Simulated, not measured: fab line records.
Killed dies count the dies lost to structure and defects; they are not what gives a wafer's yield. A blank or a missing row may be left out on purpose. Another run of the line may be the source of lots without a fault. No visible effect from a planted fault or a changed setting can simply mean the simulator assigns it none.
fab line records	flow sfq_line
record lots=6	wafers=18	last_day=93
route steps=325 shown M2@92 I2@103 M3@118 I3@133 M8@325
lots that met no fault: taken from a fault-free run of the same line
start_h: the number of hours between the record's first day and the start of the first shown wafer of the lot	wait_h: hours since the lot's step before	" the same as in the row above	L1.1+2: several wafers, shown together as one row	- either no value or no given start	* or withheld: withheld	< > ~ a bound
route shown NAME@n: NAME is a module with steps in the file, n the number in the route of the first one	usual: mean/standard deviation taken from wafers without a fault	same: alike in all rows	chamber/n: place in a boat	sites: the reading at each site	_std_site: the values' standard deviation	_edge_site: the outer-site mean with the inner-site mean subtracted	radius_mm: how far each site lies from the wafer's centre	mask NAME#n: copy n	behind: the last tool/chamber to shape the wafer	hold: why the lot went on hold/how many hours it stayed there/how the hold came to an end	device: the n, p or np transistor that did not switch	end of line: the tests these same wafers got at the end of their route	where a step has no rows: the recipe by itself	killed: dies lost to structure and defects at the first sort, not the wafer's yield	map: shows each die of a wafer: x if killed, . if not, _ if none is there
set.NAME: the setting the step ran with; set.NAME@STEP: the setting that earlier step ran with	model.NAME: the simulator's own value behind a step, which no gauge read
a table for each step, a row for each wafer; lots at some steps of the route
services: when a tool's chamber went out of use (start_h, in hours from the record's first day, below 0 if earlier), for how many hours, and the reason
## steps
# step SFQ_TRILAYER_M2_LITHO_COAT_062
# recipe resist=BARC	spin_rpm=3000	resist_thk_nm=62
# step SFQ_TRILAYER_M2_LITHO_COAT_057
# recipe resist=KrF	spin_rpm=3000	resist_thk_nm=600
# step SFQ_TRILAYER_M2_LITHO_SOFTBAKE_061
# recipe temp_c=withheld	time_s=withheld	resist=KrF
# step SFQ_TRILAYER_M2_LITHO_EXPOSE_058
# recipe mask_id=M2	na=0.6	source_shape=conventional	sigma_outer=0.65	target_cd_nm=500	dose_mj=14.4
# step SFQ_TRILAYER_M2_LITHO_PEB_060
# recipe peb_temp_c=115	peb_time_s=60	resist=KrF
# step SFQ_TRILAYER_M2_LITHO_DEVELOP_059
# recipe time_s=60	resist=KrF
# step SFQ_M2_OVL_MEAS_916
# usual M2_OVL=-1/4.9
lot.wafer	tool	chamber	start_h	wait_h	M2_OVL[nm]
L524.3	overlay-02	-	510.22	0.1	-3
L524.5	"	-	"	"	-2
L524.6	"	-	"	"	-1
L525.1	overlay-02	-	530.71	0.1	-1
L525.2	"	-	"	"	1
L525.5	"	-	"	"	-2
L526.1	overlay-01	-	537.91	0.1	-12
L526.2	"	-	"	"	-1
L526.3	"	-	"	"	-6
L527.3	overlay-01	-	549.92	0.1	-4
L527.4	"	-	"	"	2
L527.6	"	-	"	"	-1
L530.1	overlay-02	-	576.31	0.1	-14
L530.3	"	-	"	"	-3
L530.5	"	-	"	"	-1
L534.1	overlay-02	-	617.39	0.1	1
L534.3	"	-	"	"	-9
L534.6	"	-	"	"	-7
# step SFQ_TRILAYER_M2_BARC_OPEN_METAL_ETCH_077
# recipe mask_material=PR	chemistry=O2	target_depth_nm=125	target=BARC	icp_w=600	bias_w=80	pressure_mtorr=10	time_s=41.7
# step SFQ_TRILAYER_M2_ETCH_METAL_ETCH_060
# recipe target=Nb	stop_on=SiO2	mask_material=PR	chemistry=Cl2/Ar	target_depth_nm=240	icp_w=600	bias_w=80	pressure_mtorr=10	time_s=120
# step SFQ_TRILAYER_M2_STRIP_STRIP_061
# recipe gas=O2	power_w=200	platen_temp_c=40	overash_fraction=0.65	chemistry=O2	pressure_mtorr=50
# usual drypump_motor_current_A=5.7/0.5	oes_product_au=1.000/0.0084
lot.wafer	tool	chamber	start_h	wait_h	drypump_motor_current_A	oes_product_au	rf_hours_counter_h
L524.3	rie_metal-04	0	511.02	0.5	5.6	1.003	-
L524.5	"	0	"	"	5.6	1.009	-
L524.6	"	0	"	"	5.6	1.012	-
L525.1	rie_metal-02	1	530.93	0.1	5.2	0.989	113
L525.2	"	0	"	"	4.6	0.993	145
L525.5	"	1	"	"	5.3	0.996	-
L526.1	rie_metal-02	1	538.13	0.1	5.3	0.999	114
L526.2	"	0	"	"	4.7	1.003	147
L526.3	"	0	"	"	4.6	1.008	-
L527.3	rie_metal-03	0	550.33	0.2	5.9	1.009	-
L527.4	"	1	"	"	5.7	0.999	-
L527.6	"	0	"	"	5.9	1.005	-
L530.1	rie_metal-03	0	576.53	0.1	5.9	1.003	52
L530.3	"	0	"	"	5.9	1.002	-
L530.5	"	1	"	"	5.7	1.001	-
L534.1	rie_metal-03	0	617.61	0.1	5.9	0.989	59
L534.3	"	0	"	"	5.9	0.994	-
L534.6	"	1	"	"	5.7	0.999	-
# step SFQ_TRILAYER_M2_STRIP_SOLV_CLEAN_062
# recipe chemistry=NMP	temp_c=70	time_s=600
# step SFQ_TRILAYER_I2_DEP_PECVD_063
# recipe material=SiO2	temp_c=150	time_s=111.11	pressure_torr=2.4	rf_w=183.3	precursor=SiH4/N2O	target_thk_nm=500
# step SFQ_TRILAYER_I2_CMP_CMP_064
# recipe material=SiO2	down_force_psi=3	platen_rpm=60	pad_velocity_m_s=0.94248
# usual motor_current_A=10.2/0.9	slurry_flow_ml_min=150.0/0.46	time_to_endpoint_s=216/8.5
lot.wafer	tool	chamber	start_h	wait_h	motor_current_A	slurry_flow_ml_min	time_to_endpoint_s	model.SiO2_of_TRILAYER_I2_DEP_PECVD_063.thk_nm
L524.3	cmp-02	2	519.81	7.8	9.0	150.5	224	201.4
L524.6	"	1	521.31	9.2	10.5	149.8	213	199.5
L524.5	"	2	"	"	9.3	150.3	220	201.4
L525.1	cmp-02	0	540.81	9.1	10.3	149.6	271	302.2
L525.2	"	1	"	"	10.9	149.4	277	303
L525.5	"	3	542.31	10.5	10.4	149.8	280	305.4
L526.1	cmp-02	3	546.31	7.4	10.6	150.0	274	302.4
L526.3	"	1	547.31	8.4	10.1	150.6	274	301.8
L526.2	"	2	"	"	8.9	149.9	276	303.2
L527.4	cmp-01	0	558.29	7.3	9.3	149.8	211	199.7
L527.3	"	1	"	"	11.7	150.8	206	199.5
L527.6	"	3	559.79	8.8	9.9	150.2	216	199.3
L530.1	cmp-01	1	582.62	5.3	13.0	149.9	213	198.9
L530.3	"	3	583.62	6.3	10.0	149.8	204	197.7
L530.5	"	2	585.12	7.7	10.8	151.3	220	200
L534.3	cmp-01	0	625.62	7.2	8.5	149.9	204	199.3
L534.1	"	1	"	"	11.9	149.5	206	199.6
L534.6	"	2	"	"	10.2	150.2	217	200.4
# step SFQ_I2_BOW_MEAS_917
# recipe mode=bow
# usual I2_BOW=1/8.6
lot.wafer	tool	chamber	start_h	wait_h	I2_BOW[um]
L524.3	film_metro-02	-	522.35	2.0	1
L524.5	"	-	"	"	-3
L524.6	"	-	"	"	-3
L525.1	film_metro-02	-	543.31	2.0	7
L525.2	"	-	"	"	11
L525.5	"	-	"	"	-9
L526.1	film_metro-04	-	549.31	2.5	-5
L526.2	"	-	"	"	-14
L526.3	"	-	"	"	-3
L527.3	film_metro-02	-	560.83	1.5	-18
L527.4	"	-	"	"	-24
L527.6	"	-	"	"	-5
L530.1	film_metro-04	-	585.62	2.5	-7
L530.3	"	-	"	"	-7
L530.5	"	-	"	"	-13
L534.1	film_metro-01	-	627.62	1.0	-12
L534.3	"	-	"	"	3
L534.6	"	-	"	"	-1
# step SFQ_TRILAYER_I2_METRO_MEASURE_065
# usual thk_nm=200.4/1.2
lot.wafer	tool	chamber	start_h	wait_h	thk_nm
L524.3	film_metro-02	-	522.83	0.5	201.6
L524.5	"	-	"	"	201.5
L524.6	"	-	"	"	199.6
L525.1	film_metro-02	-	543.43	0.1	302.3
L525.2	"	-	"	"	303.3
L525.5	"	-	"	"	305.5
L526.1	film_metro-04	-	549.43	0.1	302.2
L526.2	"	-	"	"	303.0
L526.3	"	-	"	"	301.8
L527.3	film_metro-02	-	561.31	0.5	199.4
L527.4	"	-	"	"	199.7
L527.6	"	-	"	"	199.3
L530.1	film_metro-04	-	585.74	0.1	198.8
L530.3	"	-	"	"	197.9
L530.5	"	-	"	"	200.0
L534.1	film_metro-01	-	627.74	0.1	199.6
L534.3	"	-	"	"	199.2
L534.6	"	-	"	"	200.3
# step SFQ_TRILAYER_I2_VIA_LITHO_COAT_072
# recipe resist=BARC	spin_rpm=3000	resist_thk_nm=62
# step SFQ_TRILAYER_I2_VIA_LITHO_COAT_067
# recipe resist=KrF	spin_rpm=3000	resist_thk_nm=650
# step SFQ_TRILAYER_I2_VIA_LITHO_SOFTBAKE_071
# recipe temp_c=withheld	time_s=withheld	resist=KrF
# step SFQ_TRILAYER_I2_VIA_LITHO_EXPOSE_068
# recipe mask_id=I2	na=0.6	source_shape=conventional	sigma_outer=0.65	target_cd_nm=500	dose_mj=21.3
# step SFQ_TRILAYER_I2_VIA_LITHO_PEB_070
# recipe peb_temp_c=115	peb_time_s=60	resist=KrF
# step SFQ_TRILAYER_I2_VIA_LITHO_DEVELOP_069
# recipe time_s=60	resist=KrF
# step SFQ_I2_OVL_MEAS_918
# usual I2_OVL=3/5.5
lot.wafer	tool	chamber	start_h	wait_h	I2_OVL[nm]
L524.3	overlay-02	-	600.98	0.1	11
L524.5	"	-	"	"	9
L524.6	"	-	"	"	-1
L525.1	overlay-02	-	618.97	0.1	-2
L525.2	"	-	"	"	-4
L525.5	"	-	"	"	2
L526.1	overlay-02	-	623.77	0.1	4
L526.2	"	-	"	"	1
L526.3	"	-	"	"	-4
L527.3	overlay-01	-	635.78	0.1	3
L527.4	"	-	"	"	6
L527.6	"	-	"	"	3
L530.1	overlay-02	-	648.97	0.1	2
L530.3	"	-	"	"	4
L530.5	"	-	"	"	4
L534.1	overlay-02	-	688.89	0.1	1
L534.3	"	-	"	"	7
L534.6	"	-	"	"	9
# step SFQ_TRILAYER_I2_VIA_BARC_OPEN_VIA_ETCH_096
# recipe mask_material=PR	chemistry=O2	target_depth_nm=125	target=BARC	source_w=500	bias_w=80	pressure_mtorr=30	time_s=41.7
# usual drypump_motor_current_A=5.6/0.39	oes_product_au=0.685/0.0046
lot.wafer	tool	chamber	start_h	wait_h	drypump_motor_current_A	oes_product_au	rf_hours_counter_h
L524.3	rie_diel-04	0	601.00	0.0	5.0	0.689	79
L524.5	"	1	"	"	5.2	0.687	-
L524.6	"	2	"	"	6.0	0.686	-
L525.1	rie_diel-04	1	619.00	0.0	5.2	0.683	24
L525.2	"	2	"	"	6.0	0.685	60
L525.5	"	2	"	"	6.0	0.693	-
L526.1	rie_diel-04	3	623.80	0.0	5.6	0.687	4
L526.2	"	1	"	"	5.2	0.682	24
L526.3	"	2	"	"	6.0	0.684	60
L527.3	rie_diel-02	1	635.80	0.0	5.5	0.686	1
L527.4	"	2	"	"	6.3	0.682	60
L527.6	"	2	"	"	6.3	0.686	-
L530.1	rie_diel-04	2	649.00	0.0	6.0	0.687	61
L530.3	"	1	"	"	5.2	0.680	25
L530.5	"	0	"	"	5.0	0.691	-
L534.1	rie_diel-02	1	688.93	0.0	5.5	0.689	2
L534.3	"	3	"	"	5.2	0.690	58
L534.6	"	3	"	"	5.2	0.686	-
# step SFQ_TRILAYER_I2_VIA_ETCH_VIA_ETCH_070
# recipe target=SiO2	stop_on=Nb	mask_material=PR	taper_deg=20	chemistry=CHF3	target_depth_nm=260	source_w=500	bias_w=80	pressure_mtorr=30	time_s=withheld
# usual drypump_motor_current_A=5.6/0.39	oes_product_au=0.856/0.0048
lot.wafer	tool	chamber	start_h	wait_h	drypump_motor_current_A	oes_product_au	model.I2.feature_depth_nm	model.etch.depth_nm
L524.3	rie_diel-04	0	601.04	0.0	5.0	0.847	201.4	201.4
L524.5	"	1	"	"	5.1	0.859	201.4	201.4
L524.6	"	2	"	"	6.0	0.849	199.5	199.5
L525.1	rie_diel-04	1	619.04	0.0	5.2	1.008	261.7	261.7
L525.2	"	2	"	"	6.0	0.993	255.8	255.8
L525.5	"	2	"	"	6.0	0.999	256.8	256.8
L526.1	rie_diel-04	3	623.84	0.0	5.7	1.021	267.4	267.4
L526.2	"	1	"	"	5.2	1.009	264.1	264.1
L526.3	"	2	"	"	6.0	0.995	258.2	258.2
L527.3	rie_diel-02	1	635.84	0.0	5.5	0.847	199.5	199.5
L527.4	"	2	"	"	6.3	0.864	199.7	199.7
L527.6	"	2	"	"	6.2	0.859	199.3	199.3
L530.1	rie_diel-04	2	649.04	0.0	6.0	0.844	198.9	198.9
L530.3	"	1	"	"	5.2	0.850	197.7	197.7
L530.5	"	0	"	"	5.0	0.858	200	200
L534.1	rie_diel-02	1	688.97	0.0	5.5	0.855	199.6	199.6
L534.3	"	3	"	"	5.2	0.854	199.3	199.3
L534.6	"	3	"	"	5.3	0.863	200.4	200.4
# step SFQ_TRILAYER_I2_VIA_STRIP_STRIP_071
# recipe gas=O2	power_w=200	platen_temp_c=40	overash_fraction=0.65	chemistry=O2	pressure_mtorr=50
# usual drypump_motor_current_A=5.5/0.67	oes_product_au=0.997/0.0077
lot.wafer	tool	chamber	start_h	wait_h	drypump_motor_current_A	oes_product_au	rf_hours_counter_h
L524.3	rie_metal-02	1	601.36	-	5.3	0.992	-
L524.5	"	0	"	"	4.6	0.993	-
L524.6	"	1	"	"	5.2	0.987	-
L525.1	rie_metal-02	0	619.16	-	4.6	1.000	161
L525.2	"	1	"	"	5.3	0.990	128
L525.5	"	0	"	"	4.6	1.003	-
L526.1	rie_metal-03	0	623.96	-	5.9	0.990	61
L526.2	"	1	"	"	5.7	0.994	99
L526.3	"	0	"	"	5.9	0.993	-
L527.3	rie_metal-01	1	636.16	-	6.2	1.001	-
L527.4	"	0	"	"	6.5	0.987	-
L527.6	"	0	"	"	6.6	0.993	-
L530.1	rie_metal-01	0	649.16	-	6.6	0.998	142
L530.3	"	1	"	"	6.3	1.006	-
L530.5	"	1	"	"	6.3	1.000	-
L534.1	rie_metal-02	1	689.08	-	5.3	0.994	138
L534.3	"	0	"	"	4.6	1.000	-
L534.6	"	1	"	"	5.3	0.988	-
# step SFQ_TRILAYER_I2_VIA_STRIP_SOLV_CLEAN_072
# recipe chemistry=NMP	temp_c=70	time_s=600
# step SFQ_TRILAYER_M3_DEP_PRE_CLEAN_074
# recipe gas=Ar	time_s=22.5	bias_v=250
lot.wafer	tool	chamber	start_h	wait_h	model.SiO2_of_TRILAYER_I2_DEP_PECVD_063.thk_nm
L524.3+5	pvd_sputter-04	-	601.93	0.0	193.9
L524.6	"	-	"	"	192
L525.1	pvd_sputter-04	-	619.93	0.0	294.7
L525.2	"	-	"	"	295.5
L525.5	"	-	"	"	297.9
L526.1	pvd_sputter-05	-	624.73	0.0	294.9
L526.2	"	-	"	"	295.7
L526.3	"	-	"	"	294.3
L527.3	pvd_sputter-03	-	636.73	0.0	192
L527.4	"	-	"	"	192.2
L527.6	"	-	"	"	191.8
L530.1	pvd_sputter-04	-	649.93	0.0	191.4
L530.3	"	-	"	"	190.2
L530.5	"	-	"	"	192.5
L534.1	pvd_sputter-03	-	689.87	0.0	192.1
L534.3	"	-	"	"	191.8
L534.6	"	-	"	"	192.9
# step SFQ_TRILAYER_M3_DEP_SPUTTER_073
# recipe material=Nb	base_pressure_pa=1.33e-06	chamber_pressure_pa=0.1333	substrate_temp_c=20	resputter_cathode_voltage_v=400	target_thk_nm=200	power_w=2000	time_s=133.3
# step SFQ_M3_RS_MEAS_919
# recipe thk_meas_gauge=four-point-probe	reads=Nb_of_TRILAYER_M3_DEP_SPUTTER_073
# usual M3_NB_RS=0.889/0.01
lot.wafer	tool	chamber	start_h	wait_h	M3_NB_RS[ohm/sq]
L524.3	film_metro-03	-	602.09	0.1	0.875
L524.5	"	-	"	"	0.888
L524.6	"	-	"	"	0.867
L525.1	film_metro-01	-	620.05	0.0	0.898
L525.2	"	-	"	"	0.885
L525.5	"	-	"	"	0.875
L526.1	film_metro-01	-	624.85	0.0	0.887
L526.2	"	-	"	"	0.894
L526.3	"	-	"	"	0.907
L527.3	film_metro-04	-	636.89	0.1	0.881
L527.4	"	-	"	"	0.882
L527.6	"	-	"	"	0.888
L530.1	film_metro-04	-	650.05	0.0	0.872
L530.3	"	-	"	"	0.876
L530.5	"	-	"	"	0.872
L534.1	film_metro-03	-	689.99	0.0	0.896
L534.3	"	-	"	"	0.891
L534.6	"	-	"	"	0.893
# step SFQ_TRILAYER_M3_LITHO_COAT_080
# recipe resist=BARC	spin_rpm=3000	resist_thk_nm=62
# step SFQ_TRILAYER_M3_LITHO_COAT_075
# recipe resist=KrF	spin_rpm=3000	resist_thk_nm=600
# step SFQ_TRILAYER_M3_LITHO_SOFTBAKE_079
# recipe temp_c=withheld	time_s=withheld	resist=KrF
# step SFQ_TRILAYER_M3_LITHO_EXPOSE_076
# recipe mask_id=M3	na=0.6	source_shape=conventional	sigma_outer=0.65	target_cd_nm=500	dose_mj=14.4
# step SFQ_TRILAYER_M3_LITHO_PEB_078
# recipe peb_temp_c=115	peb_time_s=60	resist=KrF
# step SFQ_TRILAYER_M3_LITHO_DEVELOP_077
# recipe time_s=60	resist=KrF
# step SFQ_M3_OVL_MEAS_921
# usual M3_OVL=-2/6.4
lot.wafer	tool	chamber	start_h	wait_h	M3_OVL[nm]
L524.3	overlay-02	-	744.66	0.1	-1
L524.5	"	-	"	"	-5
L524.6	"	-	"	"	-2
L525.1	overlay-02	-	761.45	0.1	8
L525.2	"	-	"	"	8
L525.5	"	-	"	"	5
L526.1	overlay-01	-	768.65	0.1	-5
L526.2	"	-	"	"	-10
L526.3	"	-	"	"	-4
L527.3	overlay-01	-	785.43	0.1	-6
L527.4	"	-	"	"	1
L527.6	"	-	"	"	-3
L530.1	overlay-02	-	799.82	0.1	-1
L530.3	"	-	"	"	-1
L530.5	"	-	"	"	0
L534.1	overlay-02	-	828.29	0.1	-6
L534.3	"	-	"	"	-5
L534.6	"	-	"	"	-8
# step SFQ_TRILAYER_M3_BARC_OPEN_METAL_ETCH_100
# recipe mask_material=PR	chemistry=O2	target_depth_nm=125	target=BARC	icp_w=600	bias_w=80	pressure_mtorr=10	time_s=41.7
# usual drypump_motor_current_A=5.9/0.66	oes_product_au=0.685/0.0046
lot.wafer	tool	chamber	start_h	wait_h	drypump_motor_current_A	oes_product_au	rf_hours_counter_h
L524.3	rie_metal-04	0	744.71	0.0	5.6	0.691	-
L524.5	"	1	"	"	6.6	0.690	-
L524.6	"	0	"	"	5.6	0.691	-
L525.1	rie_metal-04	0	761.49	0.0	5.6	0.690	134
L525.2	"	1	"	"	6.6	0.683	60
L525.5	"	0	"	"	5.6	0.692	-
L526.1	rie_metal-01	1	768.69	0.0	6.2	0.679	1
L526.2	"	1	"	"	6.2	0.685	-
L526.3	"	1	"	"	6.2	0.689	-
L527.3	rie_metal-02	0	785.47	0.0	4.7	0.684	-
L527.4	"	1	"	"	5.2	0.688	-
L527.6	"	1	"	"	5.2	0.684	-
L530.1	rie_metal-04	1	799.85	0.0	6.6	0.693	64
L530.3	"	0	"	"	5.6	0.690	-
L530.5	"	0	"	"	5.6	0.689	-
L534.1	rie_metal-04	0	828.32	0.0	5.6	0.680	143
L534.3	"	0	"	"	5.6	0.691	-
L534.6	"	0	"	"	5.6	0.689	-
# step SFQ_TRILAYER_M3_ETCH_METAL_ETCH_078
# recipe target=Nb	stop_on=SiO2	mask_material=PR	chemistry=Cl2/Ar	target_depth_nm=240	icp_w=600	bias_w=80	pressure_mtorr=10	time_s=120
# step SFQ_TRILAYER_M3_STRIP_STRIP_079
# recipe gas=O2	power_w=200	platen_temp_c=40	overash_fraction=0.65	chemistry=O2	pressure_mtorr=50
# usual drypump_motor_current_A=5.9/0.66	oes_product_au=0.997/0.0098
lot.wafer	tool	chamber	start_h	wait_h	drypump_motor_current_A	oes_product_au	rf_hours_counter_h
L524.3	rie_metal-04	0	745.07	0.2	5.6	1.010	-
L524.5	"	1	"	"	6.6	0.980	-
L524.6	"	0	"	"	5.6	1.007	-
L525.1	rie_metal-04	0	761.67	0.1	5.6	1.008	134
L525.2	"	1	"	"	6.6	0.987	60
L525.5	"	0	"	"	5.6	1.006	-
L526.1	rie_metal-01	1	769.06	0.2	6.2	0.988	2
L526.2	"	1	"	"	6.2	0.992	-
L526.3	"	1	"	"	6.2	0.982	-
L527.3	rie_metal-02	0	785.84	0.2	4.6	0.997	-
L527.4	"	1	"	"	5.3	1.003	-
L527.6	"	1	"	"	5.2	0.994	-
L530.1	rie_metal-04	1	800.04	0.1	6.6	0.990	64
L530.3	"	0	"	"	5.6	1.010	-
L530.5	"	0	"	"	5.6	1.001	-
L534.1	rie_metal-04	0	828.51	0.1	5.6	1.007	143
L534.3	"	0	"	"	5.6	0.999	-
L534.6	"	0	"	"	5.6	1.001	-
# step SFQ_TRILAYER_M3_STRIP_SOLV_CLEAN_080
# recipe chemistry=NMP	temp_c=70	time_s=600
# step SFQ_TRILAYER_I3_DEP_PECVD_081
# recipe material=SiO2	temp_c=150	time_s=111.11	pressure_torr=2.4	rf_w=183.3	precursor=SiH4/N2O	target_thk_nm=500
# step SFQ_M8_BOW_MEAS_951
# recipe mode=bow
# usual M8_BOW=6/12
lot.wafer	tool	chamber	start_h	wait_h	M8_BOW[um]	model.etest.i2.link_ohm
L524.3	film_metro-04	-	2098.33	0.0	6	1.943
L524.5	"	-	"	"	3	1.966
L524.6	"	-	"	"	3	1.948
L525.1	film_metro-02	-	2113.89	0.0	11	1e+06
L525.2	"	-	"	"	14	1e+06
L525.5	"	-	"	"	-4	1e+06
L526.1	film_metro-01	-	2126.05	0.0	-8	1e+06
L526.2	"	-	"	"	-17	1e+06
L526.3	"	-	"	"	-5	1e+06
L527.3	film_metro-04	-	2128.31	0.0	-18	1.944
L527.4	"	-	"	"	-24	1.942
L527.6	"	-	"	"	-6	1.965
L530.1	film_metro-04	-	2220.67	0.0	-4	1.937
L530.3	"	-	"	"	-3	1.938
L530.5	"	-	"	"	-11	1.937
L534.1	film_metro-02	-	2230.27	0.0	-5	1.976
L534.3	"	-	"	"	10	1.956
L534.6	"	-	"	"	6	1.96
## services
tool	chamber	start_h	hours	kind
rie_metal-01	-	488.70	2.8	repair
rie_metal-04	1	496.25	18.4	repair
rie_diel-04	1	500.09	4.6	repair
rie_diel-04	0	502.93	15.7	repair
rie_metal-03	-	507.09	1.4	pm
rie_diel-04	3	512.85	2.9	repair
rie_diel-02	0	532.10	7.1	repair
rie_metal-04	-	532.80	2.8	pm
rie_metal-04	-	553.75	1.4	pm
rie_metal-03	-	561.09	14.6	pm
rie_diel-02	1	578.79	7.2	repair
rie_diel-02	2	579.15	2.9	repair
rie_diel-02	3	587.19	17.6	repair
rie_metal-04	1	587.62	3.4	repair
rie_diel-04	0	610.47	5.3	repair
rie_diel-04	1	702.71	10.5	repair
rie_diel-04	2	707.30	15.3	repair
rie_metal-02	0	732.77	3.9	repair
rie_diel-02	1	758.71	8.6	repair
rie_metal-01	0	763.11	11.3	repair
rie_metal-04	-	769.99	0.4	repair
rie_diel-02	-	776.90	0.4	repair
rie_metal-03	-	787.32	2.5	repair
rie_metal-02	-	826.05	9.1	repair
## key
first_sign step=SFQ_TRILAYER_I2_CMP_CMP_064	reading=time_to_endpoint_s	direction=up	sigmas=6.9	usual=*	struck=*
effect step=SFQ_TRILAYER_I2_METRO_MEASURE_065	reading=thk_nm	direction=up	sigmas=86	usual=200.4	struck=303.0
effect step=SFQ_TRILAYER_I2_VIA_ETCH_VIA_ETCH_070	reading=oes_product_au	direction=up	sigmas=31	usual=0.856	struck=1.004
model_effect step=SFQ_TRILAYER_I2_CMP_CMP_064	value=SiO2_of_TRILAYER_I2_DEP_PECVD_063.thk_nm	without=199.5	struck=303
model_effect step=SFQ_TRILAYER_I2_VIA_ETCH_VIA_ETCH_070	value=I2.feature_depth_nm	without=199.5	struck=260.7
model_effect step=SFQ_TRILAYER_M3_DEP_PRE_CLEAN_074	value=SiO2_of_TRILAYER_I2_DEP_PECVD_063.thk_nm	without=192	struck=295.5
model_effect step=SFQ_M8_BOW_MEAS_951	value=etest.i2.link_ohm	without=1.97	struck=1e+06
met_at SFQ_TRILAYER_I2_CMP_CMP_064
struck_wafers L525.1,L525.2,L525.5,L526.1,L526.2,L526.3
onset_between 519.81 540.81
fault kind=process_parameter_drift	tool=cmp-02	chamber=-	onset_h=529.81	steps=SFQ_TRILAYER_I2_CMP_CMP_064	channel=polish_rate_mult	offset=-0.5	shape=step	end_h=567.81
